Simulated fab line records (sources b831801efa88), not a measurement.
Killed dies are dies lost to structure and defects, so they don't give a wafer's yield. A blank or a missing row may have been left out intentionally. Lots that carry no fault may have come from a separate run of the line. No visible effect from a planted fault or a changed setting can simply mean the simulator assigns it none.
A lot that was struck, set against a sound lot    flow gf180mcu    43 steps out of a route of 602
Sound: these wafers, L953.1, L953.3, L953.4. Wafers L957.2, L957.3, L957.6 were the ones struck. The cause is named last.
Per side, at each step with rows, come the tool, then ch with its chambers, and then its first start. Under that, the readings that differ: sound wafers    struck wafers    difference of the means    sigmas: that difference in standard deviations of wafers without a fault.
alike: words and numbers the same on both sides, and readings whose means are apart by under 2 such deviations; not compared: readings that were withheld, readings missing a value for some wafer, numbers with overlapping values and no deviation given by the record, and bounds like >300 which may hide the same value.
A row with sigmas, a row that says differs or no value, or rows on one side alone: a step with any of these is where the two part. When numbers do not overlap yet have no deviation, they are printed without sigmas and do not part them. Lack of a reading on every wafer of one side parts them only where that side has two or more wafers.

first, 2 steps without rows for these wafers: GF_NWELL_IMPLANT_08; GF_NWELL_IMPLANT_09.
GF_NWELL_STRIP_10: strips in O2/N2.
  sound on plasma_asher-03 ch 0,1, day 5 15:12; struck on plasma_asher-04 ch 0,1, day 6 15:02
  alike: drypump_motor_current_A, heater_power_w, oes_product_au, strip_time_to_endpoint_s
  not compared: rf_hours_counter_h
GF_NWELL_TW_MEAS_11:
  sound on film_metro-01 at day 5 15:18; struck on film_metro-01 at day 6 15:09
  alike: NWELL_TW
then, 7 steps without rows for these wafers: GF_LVPWELL_DEHYDRATE_00 (time 60 s); GF_LVPWELL_HMDS_01 (prime time 60 s); GF_LVPWELL_COAT_02 (resist thk 3000 nm); GF_LVPWELL_SOFTBAKE_03; GF_LVPWELL_EXPOSE_04 (exposes mask LVPWELL, target cd 600 nm); GF_LVPWELL_PEB_05; GF_LVPWELL_DEVELOP_06 (develop time 60 s).
GF_LVPWELL_OVL_MEAS_07:
  sound on overlay-01 at day 6 06:39; struck on overlay-01 at day 7 06:38
  alike: LVPWELL_OVL
GF_LVPWELL_IMPLANT_08:
  sound on implanter-02 ch 0, day 6 06:41; struck on implanter-02 ch 0, day 7 06:41
reading             sound                             struck                            difference   sigmas
dose_ions_cm2       1.4985e+13 1.5003e+13 1.4993e+13  1.1437e+13 1.1438e+13 1.1464e+13  -3.5473e+12  -99 or more
faraday_current_uA  86.2 84.8 86.4                    65.6 64.4 64.8                    -20.9        -14
  alike: tilt_deg
after that, 1 step had no rows for these wafers: GF_LVPWELL_IMPLANT_09.
GF_LVPWELL_STRIP_10: strips in O2/N2.
  sound on plasma_asher-02 ch 0,1, day 6 06:59; struck on plasma_asher-03 ch 0,1, day 7 06:58
  alike: drypump_motor_current_A, heater_power_w, oes_product_au, strip_time_to_endpoint_s
  not compared: rf_hours_counter_h
GF_LVPWELL_TW_MEAS_11:
  sound on film_metro-01 at day 6 07:05; struck on film_metro-01 at day 7 07:18
reading     sound        struck       difference  sigmas
LVPWELL_TW  558 559 558  524 523 522  -35         -7
  not compared: hold
then, 6 steps without rows for these wafers: GF_MVSD_HMDS_01 (prime time 60 s); GF_MVSD_COAT_02 (resist thk 3000 nm); GF_MVSD_SOFTBAKE_03; GF_MVSD_EXPOSE_04 (exposes mask MVSD, target cd 1000 nm); GF_MVSD_PEB_05; GF_MVSD_DEVELOP_06 (develop time 60 s).
GF_MVSD_OVL_MEAS_07:
  sound on overlay-02 at day 6 22:25; struck on overlay-02 at day 7 22:32
  alike: MVSD_OVL
then, 2 steps without rows for these wafers: GF_MVSD_IMPLANT_08; GF_MVSD_IMPLANT_09.
GF_MVSD_STRIP_10: strips in O2/N2.
  sound on plasma_asher-01 ch 0,1, day 6 22:45; struck on plasma_asher-01 ch 0, day 7 22:52
reading                       sound              struck             difference  sigmas
strip_time_to_endpoint_s (s)  36.87 36.88 37.00  37.16 37.12 37.10  +0.21       +2
  alike: drypump_motor_current_A, heater_power_w, oes_product_au
  not compared: rf_hours_counter_h
GF_MVSD_TW_MEAS_11:
  sound on film_metro-02 at day 6 22:51; struck on film_metro-02 at day 7 22:58
  alike: MVSD_TW
then, 7 steps without rows for these wafers: GF_MVPSD_DEHYDRATE_00 (time 60 s); GF_MVPSD_HMDS_01 (prime time 60 s); GF_MVPSD_COAT_02 (resist thk 3000 nm); GF_MVPSD_SOFTBAKE_03; GF_MVPSD_EXPOSE_04 (exposes mask MVPSD, target cd 1000 nm); GF_MVPSD_PEB_05; GF_MVPSD_DEVELOP_06 (develop time 60 s).
GF_MVPSD_OVL_MEAS_07:
  sound on overlay-01 at day 7 14:26; struck on overlay-01 at day 8 16:07
  alike: MVPSD_OVL
then, 2 steps without rows for these wafers: GF_MVPSD_IMPLANT_08; GF_MVPSD_IMPLANT_09.
GF_MVPSD_STRIP_10: strips in O2/N2.
  sound on plasma_asher-02 ch 0,1, day 7 14:46; struck on plasma_asher-04 ch 0,1, day 8 16:26
  alike: drypump_motor_current_A, heater_power_w, oes_product_au, strip_time_to_endpoint_s
  not compared: rf_hours_counter_h
GF_MVPSD_TW_MEAS_11:
  sound on film_metro-01 at day 7 14:52; struck on film_metro-03 at day 8 16:33
  alike: MVPSD_TW
then, 2 steps without rows for these wafers: GF_VT_IMPLANT_DEHYDRATE_00 (time 60 s); GF_VT_IMPLANT_HMDS_01 (prime time 60 s).
-- the record jumps here: 3 days lie between the struck wafers' starts before and after --
GF_VT_IMPLANT_RS_MEAS_48: measurement is done with a four-point probe.
  sound on film_metro-02 at day 10 12:11; struck on film_metro-01 at day 11 16:52
reading              sound           struck          difference  sigmas
LVPWELL_RS (ohm/sq)  1192 1194 1197  1366 1363 1372  +173        +51
  not compared: hold
GF_PASSIVATION_PROBE_99:
  the record holds rows for the sound wafers here (prober-02, day 32 04:01) but none for the struck ones

== WHERE THEY PART ==
Last at GF_PASSIVATION_PROBE_99 as far as this record goes, first at GF_LVPWELL_IMPLANT_08.

WHY: what the simulator had put in
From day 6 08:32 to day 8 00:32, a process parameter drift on implanter-02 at GF_LVPWELL_IMPLANT_08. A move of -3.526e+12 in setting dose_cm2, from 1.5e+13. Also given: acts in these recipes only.
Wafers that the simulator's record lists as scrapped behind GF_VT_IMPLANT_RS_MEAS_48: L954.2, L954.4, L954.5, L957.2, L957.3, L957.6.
